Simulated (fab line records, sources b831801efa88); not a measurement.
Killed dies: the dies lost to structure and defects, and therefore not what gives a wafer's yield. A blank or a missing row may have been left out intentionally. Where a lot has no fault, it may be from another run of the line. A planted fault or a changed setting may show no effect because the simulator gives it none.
fab line records	flow sky130
record: lots: 10	wafers: 30	last-day: 50
route steps=708 shown VIA3@586 METAL4@634 PAD_OPEN@708
lots that met no fault: from a run of the same line without faults
start-h: the number of hours between the record's first day and the start of the first shown wafer of the lot	wait-h: time in hours since the lot's previous step	" unchanged from the row above	L1.1+2: several wafers, shown together as one row	- no value, or no start was given	* or withheld: withheld	< > ~ a bound
route shown NAME@n: NAME is a module with steps in the file, n the number in the route of the first one	usual: mean and standard deviation over wafers with no fault	same: alike in all rows	chamber/n: place in a boat	sites: each site's reading	_std_site: how widely they spread, as a standard deviation	_edge_site: the outer-site mean with the inner-site mean subtracted	radius-mm: for every site, how far away it sits from the centre of the wafer	mask NAME#n: copy n	behind: the last tool/chamber to shape the wafer	hold: why the lot was held/for how many hours/how that ended	device: transistor that didn't switch, given as n, p or np	end of line: the same wafers' tests at the end of the route	a step with no rows: only its recipe	killed: dies lost to structure and defects at the first sort, not the wafer's yield	map: dies across one wafer; x = killed, . = not, _ = none there
set.NAME: the setting that was run; set.NAME@STEP: the one run at that earlier step	model.NAME: the simulator's own value behind a step, which no gauge read
route steps across a sampled set of lots; one table per step, one row per wafer
services: a tool's chamber out of use, with start hour (start-h, from the record's first day; less than 0 if before it), hours out, and reason
== steps ==
step: SKY_VIA3_OVL_MEAS_13
usual: VIA3_OVL: 0/5.5
lot.wafer	tool	chamber	start-h	wait-h	VIA3_OVL[nm]
L971.1	overlay-01	-	929.15	0.1	5
L971.3	"	-	"	"	-1
L971.4	"	-	"	"	-3
L974.1	overlay-02	-	950.55	0.1	-5
L974.4	"	-	"	"	-8
L974.5	"	-	"	"	-1
L978.2	overlay-02	-	999.86	0.1	1
L978.4	"	-	"	"	-4
L978.6	"	-	"	"	-5
L977.1	overlay-01	-	1001.90	0.1	-2
L977.4	"	-	"	"	1
L977.5	"	-	"	"	6
L983.1	overlay-01	-	1015.30	0.1	-5
L983.2	"	-	"	"	-8
L983.6	"	-	"	"	-3
L984.1	overlay-02	-	1022.26	0.1	-5
L984.3	"	-	"	"	1
L984.6	"	-	"	"	5
L989.2	overlay-01	-	1053.11	0.1	1
L989.3	"	-	"	"	2
L989.5	"	-	"	"	-1
L990.1	overlay-02	-	1060.63	0.1	4
L990.2	"	-	"	"	7
L990.6	"	-	"	"	-6
L991.2	overlay-02	-	1063.31	0.1	11
L991.3	"	-	"	"	5
L991.6	"	-	"	"	2
L993.2	overlay-01	-	1076.96	0.1	5
L993.3	"	-	"	"	-5
L993.4	"	-	"	"	10
step: SKY_VIA3_ETCH_15
recipe: target: SiO2	chemistry: C4F8/O2/Ar	target-depth-nm: 507	stop-on: TiN	mask-material: KrF-thick	source-w: 1500	bias-w: 1200	pressure-mtorr: 40	c4f8-flow-sccm: withheld	O2_flow_sccm: 6	Ar_flow_sccm: 300	time-s: 78
usual: bias-w: 1200/3.4	chamber-pressure-mTorr: 40.00/0.039	oes-product-au: 0.946/0.0052
lot.wafer	tool	chamber	start-h	wait-h	bias-w	chamber-pressure-mTorr	oes-product-au	rf-hours-counter-h
L971.1	rie-diel-02	0	929.23	0.0	1200	39.96	0.934	30
L971.3	"	1	"	"	1198	39.97	0.940	27
L971.4	"	2	"	"	1200	39.99	0.951	14
L974.1	rie-diel-04	1	950.63	0.0	1203	39.97	0.944	8
L974.4	"	0	"	"	1196	39.99	0.948	17
L974.5	"	3	"	"	1206	39.96	0.954	-
L978.2	rie-diel-04	0	999.96	0.0	1198	39.96	0.947	18
L978.4	"	0	"	"	1202	39.98	0.940	-
L978.6	"	0	"	"	1199	39.96	0.940	-
L977.1	rie-diel-04	0	1002.00	0.0	1200	39.98	0.942	18
L977.4	"	0	"	"	1201	39.97	0.941	-
L977.5	"	3	"	"	1202	40.03	0.947	-
L983.1	rie-diel-04	3	1015.38	0.0	1207	40.05	0.957	9
L983.2	"	1	"	"	1208	40.04	0.959	9
L983.6	"	3	"	"	1203	40.04	0.947	-
L984.1	rie-diel-03	2	1022.34	0.0	1201	40.00	0.941	17
L984.3	"	3	"	"	1209	40.03	0.946	21
L984.6	"	0	"	"	1197	39.99	0.950	-
L989.2	rie-diel-02	2	1053.18	0.0	1201	39.96	0.942	18
L989.3	"	3	"	"	1197	39.99	0.940	8
L989.5	"	2	"	"	1203	40.00	0.940	-
L990.1	rie-diel-02	1	1060.70	0.0	1201	40.00	0.943	31
L990.2	"	2	"	"	1209	39.95	0.953	19
L990.6	"	0	"	"	1205	39.96	0.931	-
L991.2	rie-diel-02	3	1063.38	0.0	1204	39.99	0.947	8
L991.3	"	2	"	"	1204	40.03	0.948	19
L991.6	"	3	"	"	1205	39.93	0.951	-
L993.2	rie-diel-04	0	1077.03	0.0	1197	39.94	0.947	22
L993.3	"	2	"	"	1195	39.96	0.945	19
L993.4	"	3	"	"	1201	40.01	0.937	11
step: SKY_VIA3_SPUTTER_20
recipe: material: TiN	target-thk-nm: 20	chamber-pressure-pa: 5	power-w: 4000	time-s: 80
usual: cathode-dc-power-W: 4000.0/0.71	throttle-valve-pct: 30.5/1.1
lot.wafer	tool	chamber	start-h	wait-h	cathode-dc-power-W	throttle-valve-pct
L971.1	pvd-sputter-02	-	929.92	0.0	4000.2	30.7
L971.3	"	-	"	"	3999.7	30.0
L971.4	"	-	"	"	4000.1	31.9
L974.1	pvd-sputter-02	-	951.28	0.0	4000.3	30.6
L974.4	"	-	"	"	3999.6	31.7
L974.5	"	-	"	"	4000.3	30.2
L978.2	pvd-sputter-04	-	1000.66	0.0	3999.8	29.9
L978.4	"	-	"	"	4000.9	29.9
L978.6	"	-	"	"	4000.4	30.1
L977.1	pvd-sputter-04	-	1002.70	0.0	3999.4	30.5
L977.4	"	-	"	"	4000.0	31.4
L977.5	"	-	"	"	3999.3	32.0
L983.1	pvd-sputter-04	-	1016.03	0.0	3999.3	30.1
L983.2	"	-	"	"	3999.8	30.4
L983.6	"	-	"	"	3999.6	29.8
L984.1	pvd-sputter-03	-	1023.07	0.0	3999.5	31.9
L984.3	"	-	"	"	3999.7	28.0
L984.6	"	-	"	"	4002.0	31.2
L989.2	pvd-sputter-04	-	1053.84	0.0	4000.6	29.9
L989.3	"	-	"	"	4000.0	31.5
L989.5	"	-	"	"	4000.1	30.0
L990.1	pvd-sputter-03	-	1061.36	0.0	3999.8	31.3
L990.2	"	-	"	"	4000.8	31.7
L990.6	"	-	"	"	4000.5	30.8
L991.2	pvd-sputter-04	-	1064.07	0.0	3999.2	29.9
L991.3	"	-	"	"	4000.6	30.4
L991.6	"	-	"	"	4000.1	31.6
L993.2	pvd-sputter-03	-	1077.69	0.0	3999.8	31.6
L993.3	"	-	"	"	3999.8	27.9
L993.4	"	-	"	"	3999.8	30.6
step: SKY_METAL4_METAL_ETCH_18
recipe: target-depth-a: 8450	stop-on: SiO2	over-etch-frac: 0.3	time-s: 183.1	chemistry: Cl2/BCl3	resist-sidewall-deg: 88	pressure-mtorr: 10	icp-w: 900	bias-w: 48.5	Cl2_flow_sccm: 60	bcl3-flow-sccm: 30
usual: bcl3-flow-sccm: 30.00/0.092	bias-w: 48.51/0.13	drypump-motor-current-A: 5.8/0.49	oes-product-au: 0.882/0.0066	throttle-valve-pct: 22.263/0.0085
lot.wafer	tool	chamber	start-h	wait-h	bcl3-flow-sccm	bias-w	drypump-motor-current-A	oes-product-au	rf-hours-counter-h	throttle-valve-pct
L971.1	rie-metal-03	1	980.19	0.0	30.06	48.41	5.9	0.885	12	22.252
L971.3	"	0	"	"	30.03	48.50	5.6	0.884	-	22.251
L971.4	"	1	"	"	30.06	48.31	6.0	0.897	-	22.258
L974.1	rie-metal-03	0	1000.39	0.0	30.02	48.39	5.6	0.900	12	22.262
L974.4	"	0	"	"	30.12	48.54	5.6	0.884	-	22.264
L974.5	"	0	"	"	30.00	48.53	5.6	0.875	-	22.262
L978.2	rie-metal-01	1	1047.54	0.0	-	-	-	-	-	-
L978.4	"	0	"	"	-	-	-	-	-	-
L978.6	"	1	"	"	-	-	-	-	-	-
L977.1	rie-metal-01	1	1049.39	0.0	-	-	-	-	-	-
L977.4	"	1	"	"	-	-	-	-	-	-
L977.5	"	0	"	"	-	-	-	-	-	-
L983.1	rie-metal-02	0	1063.04	0.0	30.15	48.61	6.5	0.878	13	22.269
L983.2	"	1	"	"	29.91	48.66	5.3	0.870	22	22.251
L983.6	"	1	"	"	29.95	48.60	5.3	0.877	-	22.256
L984.1	rie-metal-01	1	1068.79	0.0	30.04	48.59	5.2	0.876	7	22.257
L984.3	"	1	"	"	30.14	48.63	5.2	0.883	-	22.253
L984.6	"	0	"	"	30.05	48.62	6.3	0.886	-	22.268
L989.2	rie-metal-01	1	1097.21	0.0	29.90	48.60	5.2	0.887	9	22.273
L989.3	"	1	"	"	29.98	48.50	5.1	0.884	-	22.257
L989.5	"	1	"	"	30.01	48.50	5.2	0.884	-	22.254
L990.1	rie-metal-02	1	1103.34	0.0	30.00	48.77	5.3	0.879	25	22.272
L990.2	"	0	"	"	30.02	48.40	6.6	0.883	16	22.268
L990.6	"	0	"	"	30.03	48.31	6.5	0.884	-	22.278
L991.2	rie-metal-03	1	1106.54	0.0	29.90	48.61	6.0	0.884	20	22.258
L991.3	"	0	"	"	30.00	48.53	5.6	0.868	-	22.264
L991.6	"	0	"	"	29.84	48.72	5.6	0.884	-	22.267
L993.2	rie-metal-01	0	1120.24	0.0	29.98	48.58	6.3	0.882	23	22.271
L993.3	"	0	"	"	29.87	48.51	6.3	0.876	-	22.264
L993.4	"	1	"	"	30.05	48.40	5.2	0.889	-	22.276
step: SKY_METAL4_STRIP_19
recipe: chemistry: O2/N2	power-w: 1400	pressure-mtorr: 1500	platen-temp-c: withheld	o2-flow-sccm: 3000	n2-flow-sccm: 300	overash-fraction: 0.5
usual: drypump-motor-current-A: 5.7/0.7	oes-product-au: 0.502/0.0075	strip-time-to-endpoint-s: 6.54/0.14
lot.wafer	tool	chamber	start-h	wait-h	drypump-motor-current-A	oes-product-au	rf-hours-counter-h	strip-time-to-endpoint-s
L971.1	plasma-asher-01	0	980.37	0.1	5.2	0.502	84	6.76
L971.3	"	1	"	"	6.2	0.496	-	6.28
L971.4	"	0	"	"	5.2	0.506	-	6.66
L974.1	plasma-asher-04	1	1000.57	0.1	4.7	0.495	22	6.26
L974.4	"	1	"	"	4.7	0.504	-	6.33
L974.5	"	0	"	"	6.7	0.499	-	6.33
L978.2	plasma-asher-03	0	1047.72	0.1	5.8	0.708	63	11.90
L978.4	"	0	"	"	5.8	0.722	-	11.86
L978.6	"	0	"	"	5.8	0.711	-	11.85
L977.1	plasma-asher-01	1	1049.57	0.1	6.2	0.713	91	11.91
L977.4	"	1	"	"	6.2	0.711	-	11.90
L977.5	"	0	"	"	5.2	0.708	-	11.91
L983.1	plasma-asher-01	1	1063.22	0.1	6.2	0.505	92	6.63
L983.2	"	0	"	"	5.2	0.507	92	6.68
L983.6	"	1	"	"	6.2	0.506	-	6.70
L984.1	plasma-asher-04	0	1068.97	0.1	6.7	0.511	29	6.53
L984.3	"	0	"	"	6.7	0.498	-	6.51
L984.6	"	1	"	"	4.7	0.498	-	6.59
L989.2	plasma-asher-04	0	1097.39	0.1	6.7	0.504	32	6.54
L989.3	"	1	"	"	4.7	0.507	-	6.55
L989.5	"	0	"	"	6.7	0.510	-	6.56
L990.1	plasma-asher-04	0	1103.52	0.1	6.7	0.511	33	6.56
L990.2	"	1	"	"	4.7	0.504	33	6.58
L990.6	"	0	"	"	6.7	0.495	-	6.52
L991.2	plasma-asher-03	1	1106.72	0.1	5.5	0.511	69	6.69
L991.3	"	0	"	"	5.8	0.495	-	6.35
L991.6	"	0	"	"	5.8	0.495	-	6.32
L993.2	plasma-asher-01	1	1120.42	0.1	6.2	0.508	98	6.69
L993.3	"	0	"	"	5.3	0.506	-	6.61
L993.4	"	1	"	"	6.2	0.499	-	6.55
step: SKY_PAD_OPEN_PROBE_99
usual: defect-limited-yield: 82.5/1.8	killed_at_M0_to_M3: 44/6.6	killed_at_M4_up: 2.9/1.8	killed-at-contacts: 24/4.8	killed-at-front-end: 15/4.5	killed-at-other: 0.3/0.64	killed-dies: 86/8.7	killed-on-rim: 17/3.8	killed-open: 47/6.5	killed-short: 39/5.8	sort_bin_3_pad_short: 0.9/0.4	sort_bin_5_function: 10.3/1.4	sort_bin_6_memory: 6.2/1.1	sort-n-pass: 406/8.7	sort-yield-pct: 82.5/1.8
same: gross-dies: 492	killed-at-back-side: 0	sort_bin_4_leakage[%]: 0	sort_bin_8_speed[%]: 0
lot.wafer	tool	chamber	start-h	wait-h	defect-limited-yield[%]	killed_at_M0_to_M3	killed_at_M4_up	killed-at-contacts	killed-at-front-end	killed-at-other	killed-dies	killed-on-rim	killed-open	killed-short	sort_bin_3_pad_short[%]	sort_bin_5_function[%]	sort_bin_6_memory[%]	sort-n-pass	sort-yield-pct[%]
L978.2	prober-02	-	1134.87	0.1	0	36	407	27	21	1	492	96	40	45	1.4	91.9	6.7	0	0
L978.4	prober-02	-	1134.97	0.2	0	42	402	35	13	0	492	96	55	37	0.6	90.9	8.5	0	0
L978.6	prober-02	-	1135.07	0.2	0	33	414	31	14	0	492	96	42	38	0.4	94.3	5.3	0	0
L977.1	prober-01	-	1137.72	0.1	0	34	400	38	20	0	492	96	51	43	0.2	93.1	6.7	0	0
L977.4	prober-01	-	1137.87	0.2	0	47	403	24	16	2	492	96	47	41	1.4	92.3	6.3	0	0
L977.5	prober-01	-	1137.92	0.2	0	46	409	20	17	0	492	96	51	36	1.6	93.1	5.3	0	0
L983.1	prober-02	-	1149.08	0.1	80.5	49	2	32	13	0	96	21	50	46	1.4	12.2	5.9	396	80.5
killed by level:class
L978.2 METAL4:area-etch=406 POLY_GATE:geometric-particle:short=8 CONTACT:geometric-particle:short=7 CONTACT:geometric-particle:open=7 VIA1:geometric-particle:open=7 VIA2:geometric-particle:open=6 LOCAL_INTERCONNECT:geometric-particle:short=5 FIELD_ISO:geometric-particle:open=4
L978.4 METAL4:area-etch=400 LI_CONTACT:geometric-particle:open=10 VIA1:geometric-particle:open=9 CONTACT:geometric-particle:open=8 VIA1:geometric-particle:short=7 LOCAL_INTERCONNECT:geometric-particle:open=5 CONTACT:geometric-particle:short=5 METAL2:geometric-particle:short=5
L978.6 METAL4:area-etch=412 CONTACT:geometric-particle:short=8 CONTACT:geometric-particle:open=8 VIA1:geometric-particle:open=8 METAL1:geometric-particle:short=6 LI_CONTACT:geometric-particle:open=5 POLY_GATE:geometric-particle:short=4 LOCAL_INTERCONNECT:geometric-particle:short=4
L977.1 METAL4:area-etch=398 CONTACT:geometric-particle:open=10 CONTACT:geometric-particle:short=10 FIELD_ISO:geometric-particle:open=8 LI_CONTACT:geometric-particle:open=8 VIA1:geometric-particle:open=7 FIELD_ISO:geometric-particle:short=6 LOCAL_INTERCONNECT:geometric-particle:short=6
L977.4 METAL4:area-etch=402 VIA1:geometric-particle:open=9 VIA3:geometric-particle:open=8 VIA2:geometric-particle:open=8 LI_CONTACT:geometric-particle:open=7 CONTACT:geometric-particle:open=7 VIA1:geometric-particle:short=7 FIELD_ISO:geometric-particle:open=6
L977.5 METAL4:area-etch=405 VIA1:geometric-particle:open=8 VIA2:geometric-particle:open=8 VIA3:geometric-particle:open=8 POLY_GATE:geometric-particle:open=6 CONTACT:geometric-particle:open=6 FIELD_ISO:geometric-particle:open=5 POLY_GATE:geometric-particle:short=5
L983.1 VIA1:geometric-particle:open=14 LI_CONTACT:geometric-particle:open=11 CONTACT:geometric-particle:open=8 METAL2:geometric-particle:short=8 CONTACT:geometric-particle:short=7 VIA1:geometric-particle:short=6 VIA3:geometric-particle:open=6 FIELD_ISO:geometric-particle:short=4
== services ==
tool	chamber	start-h	hours	kind
pvd-sputter-03	-	917.18	5.9	repair
pvd-sputter-02	-	919.67	4.8	repair
rie-diel-04	3	924.06	1.8	repair
rie-diel-02	-	926.42	2.4	repair
rie-metal-01	1	946.88	9.2	repair
pvd-sputter-03	-	950.78	5.2	repair
plasma-asher-03	-	963.15	1.2	repair
rie-diel-04	-	969.17	14.6	pm
rie-metal-01	1	970.98	21.7	repair
rie-diel-04	1	995.31	19.5	repair
rie-diel-04	2	995.54	33.2	repair
pvd-sputter-02	-	995.68	8.0	repair
rie-diel-04	0	997.77	1.8	repair
rie-diel-03	-	1014.83	0.9	repair
pvd-sputter-02	-	1021.72	33.6	repair
rie-diel-02	-	1021.77	14.6	pm
rie-diel-03	2	1025.56	5.7	repair
rie-metal-03	-	1026.89	2.8	pm
rie-diel-04	3	1027.92	6.6	repair
pvd-sputter-04	1	1044.05	-	consumable-replace:kit
pvd-sputter-04	1	1044.05	18.0	scheduled-down
rie-diel-03	0	1093.18	6.0	repair
pvd-sputter-03	-	1113.61	2.2	repair
pvd-sputter-02	-	1114.76	2.4	repair
== key ==
first-sign: step: SKY_METAL4_METAL_ETCH_18	reading: tool-record	direction: missing
effect: step: SKY_METAL4_STRIP_19	reading: strip-time-to-endpoint-s	direction: up	sigmas: 38	usual: *	struck: *
effect: step: SKY_PAD_OPEN_PROBE_99	reading: killed_at_M4_up	direction: up	sigmas: 99+	usual: 2.9	struck: 405.8
more-kills-born-at: SKY_METAL4_METAL_ETCH_18@rie-metal-01: 2423
met-at SKY_METAL4_METAL_ETCH_18
struck-lots L977,L978
later-rows-left-out L977.1,L977.4,L977.5,L978.2,L978.4,L978.6
not-acting-at SKY_VIA3_OVL_MEAS_13,SKY_VIA3_ETCH_15,SKY_VIA3_SPUTTER_20
fault: kind: skipped-step-whole	tool: rie-metal-01	chamber: -	onset-h: 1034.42	steps: SKY_METAL4_METAL_ETCH_18	scope: struck-lots-only
later-rows-left-out: the simulator's readings of these wafers behind a module that went badly wrong aren't trusted and aren't shown, but for the sort
